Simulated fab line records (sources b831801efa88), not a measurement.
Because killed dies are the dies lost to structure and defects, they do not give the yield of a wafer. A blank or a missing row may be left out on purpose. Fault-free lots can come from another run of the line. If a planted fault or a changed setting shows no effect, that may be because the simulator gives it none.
Which tool was responsible? + flow gf180mcu + 13 lots with 39 wafers sampled at 4 steps, on a route of 602 steps

WHAT THE GAUGES READ, wafer by wafer
GF_HV_LDD_OVL_MEAS_08.
| lot  | measured     | on         | HV_LDD_OVL (nm) |
|------|--------------|------------|-----------------|
| L351 | day 10 18:34 | overlay-01 | -0.4 0.3 1.0    |
| L352 | day 11 02:39 | overlay-01 | 3.5 3.6 3.2     |
| L357 | day 12 12:08 | overlay-02 | -0.2 -2.0 -0.2  |
| L358 | day 12 21:52 | overlay-01 | -1.1 -2.5 0.4   |
| L363 | day 14 09:34 | overlay-01 | 2.4 0.8 1.4     |
| L365 | day 15 03:56 | overlay-01 | 0.7 0.5 -1.7    |
| L367 | day 15 16:13 | overlay-02 | -0.6 -1.1 0.1   |
| L368 | day 16 02:58 | overlay-02 | 0.2 0.8 -0.2    |
| L369 | day 16 07:19 | overlay-02 | -0.3 0.9 0.4    |
| L370 | day 16 12:36 | overlay-02 | 2.5 0.8 1.7     |
| L371 | day 16 18:57 | overlay-01 | 0.7 1.0 -0.1    |
| L372 | day 17 03:52 | overlay-02 | 1.3 3.4 2.7     |
| L373 | day 17 13:19 | overlay-02 | -2.5 -1.1 -0.8  |

GF_HV_LDD_TW_MEAS_50.
| lot  | measured     | on            | HV_LDD_4_TW |
|------|--------------|---------------|-------------|
| L351 | day 13 07:01 | film_metro-02 | 558 559 560 |
| L352 | day 13 15:39 | film_metro-02 | 558 561 561 |
| L357 | day 15 04:43 | film_metro-04 | 543 542 543 |
| L358 | day 15 15:27 | film_metro-04 | 544 544 549 |
| L363 | day 17 08:02 | film_metro-04 | 575 575 575 |
| L365 | day 18 02:48 | film_metro-02 | 561 559 560 |
| L367 | day 18 15:47 | film_metro-03 | 566 567 566 |
| L368 | day 19 03:05 | film_metro-02 | 570 568 564 |
| L369 | day 19 10:09 | film_metro-04 | 573 571 570 |
| L370 | day 19 14:30 | film_metro-04 | 572 574 571 |
| L371 | day 19 22:26 | film_metro-02 | 569 568 570 |
| L372 | day 20 06:00 | film_metro-02 | 562 561 563 |
| L373 | day 20 15:54 | film_metro-03 | 567 567 569 |

TOOL THAT RAN EACH LOT (tool first, then ch and the chambers of the sampled wafers, then the start)
| lot  | GF_HV_LDD_IMPLANT_48            | GF_HV_LDD_STRIP_49                   |
|------|---------------------------------|--------------------------------------|
| L351 | implanter-03 ch 0, day 13 06:46 | plasma_asher-03 ch 0,1, day 13 06:55 |
| L352 | implanter-01 ch 0, day 13 15:24 | plasma_asher-03 ch 0,1, day 13 15:33 |
| L357 | implanter-03 ch 0, day 15 04:29 | plasma_asher-02 ch 0,1, day 15 04:36 |
| L358 | implanter-03 ch 0, day 15 15:12 | plasma_asher-03 ch 0,1, day 15 15:21 |
| L363 | implanter-01 ch 0, day 17 07:47 | plasma_asher-02 ch 0,1, day 17 07:56 |
| L365 | implanter-03 ch 0, day 18 02:34 | plasma_asher-03 ch 0,1, day 18 02:41 |
| L367 | implanter-02 ch 0, day 18 15:32 | plasma_asher-02 ch 0,1, day 18 15:41 |
| L368 | implanter-02 ch 0, day 19 02:50 | plasma_asher-01 ch 0,1, day 19 02:59 |
| L369 | implanter-01 ch 0, day 19 09:55 | plasma_asher-03 ch 0,1, day 19 10:02 |
| L370 | implanter-01 ch 0, day 19 14:15 | plasma_asher-03 ch 0,1, day 19 14:24 |
| L371 | implanter-01 ch 0, day 19 22:11 | plasma_asher-01 ch 0,1, day 19 22:20 |
| L372 | implanter-01 ch 0, day 20 05:45 | plasma_asher-02 ch 0,1, day 20 05:54 |
| L373 | implanter-02 ch 0, day 20 15:39 | plasma_asher-01 ch 0,1, day 20 15:48 |
- GF_HV_LDD_IMPLANT_48
- GF_HV_LDD_STRIP_49: strips in O2/N2.

AS READ BY THE TOOLS THEMSELVES (means over the sampled wafers that have a number; for cases with no such wafer, the mark the record gives instead)
GF_HV_LDD_IMPLANT_48.
| lot  | tool         | beam_energy_keV |
|------|--------------|-----------------|
| L351 | implanter-03 | 25.004          |
| L352 | implanter-01 | 24.998          |
| L357 | implanter-03 | 19.776          |
| L358 | implanter-03 | 19.778          |
| L363 | implanter-01 | 24.995          |
| L365 | implanter-03 | 24.999          |
| L367 | implanter-02 | 24.989          |
| L368 | implanter-02 | 25.011          |
| L369 | implanter-01 | 24.994          |
| L370 | implanter-01 | 25.009          |
| L371 | implanter-01 | 25.005          |
| L372 | implanter-01 | 25.001          |
| L373 | implanter-02 | 25.003          |

GF_HV_LDD_STRIP_49.
| lot  | tool            | drypump_motor_current_A (A) | heater_power_w (W) | oes_product_au (a.u.) | strip_time_to_endpoint_s (s) |
|------|-----------------|-----------------------------|--------------------|-----------------------|------------------------------|
| L351 | plasma_asher-03 | 5.9                         | 294                | 0.712                 | 12.588                       |
| L352 | plasma_asher-03 | 5.7                         | 284                | 0.718                 | 12.631                       |
| L357 | plasma_asher-02 | 6.2                         | 335                | 0.715                 | 12.625                       |
| L358 | plasma_asher-03 | 5.8                         | 283                | 0.716                 | 12.585                       |
| L363 | plasma_asher-02 | 6.2                         | 334                | 0.717                 | 12.623                       |
| L365 | plasma_asher-03 | 5.7                         | 290                | 0.718                 | 12.592                       |
| L367 | plasma_asher-02 | 6.2                         | 332                | 0.716                 | 12.638                       |
| L368 | plasma_asher-01 | 5.5                         | 285                | 0.714                 | 12.591                       |
| L369 | plasma_asher-03 | 5.9                         | 295                | 0.714                 | 12.643                       |
| L370 | plasma_asher-03 | 5.7                         | 289                | 0.715                 | 12.662                       |
| L371 | plasma_asher-01 | 5.3                         | 301                | 0.716                 | 12.598                       |
| L372 | plasma_asher-02 | 6.4                         | 360                | 0.717                 | 12.631                       |
| L373 | plasma_asher-01 | 5.4                         | 284                | 0.715                 | 12.637                       |

THE ANSWER, worked out from the rows above alone
Rule: the usual values come from the lots themselves. Put in order of their means at a reading, lots are off if they are a third of the lots or fewer, leave a main group of 4 or more, and stand apart from it by a gap of 3 or more times the standard deviation of the main group's means; of several such gaps the widest counts. The tables above print the reading to a certain number of digits; a main group whose means all agree to those digits is not used. A lot without any number at a reading at which 4 lots or more have one is off too. Any other lot the step has rows for is counted as sound. Order of review: gauges by route order, followed by the tools' own readings, for which a lot's mean as printed above is used. The first step at which some lot is off is used, and at that step the reading that is off furthest; a lot without a number counts as furthest.
Off: L357, L358 (GF_HV_LDD_IMPLANT_48, beam_energy_keV). For the main group the mean is 25.001 and the standard deviation 0.0063.
A tool fits if, at that step or a process step before it, it ran every lot that is off, and no sound lot after the first of them. None of those tried fits.

WHAT THE SIMULATOR HAD INSERTED
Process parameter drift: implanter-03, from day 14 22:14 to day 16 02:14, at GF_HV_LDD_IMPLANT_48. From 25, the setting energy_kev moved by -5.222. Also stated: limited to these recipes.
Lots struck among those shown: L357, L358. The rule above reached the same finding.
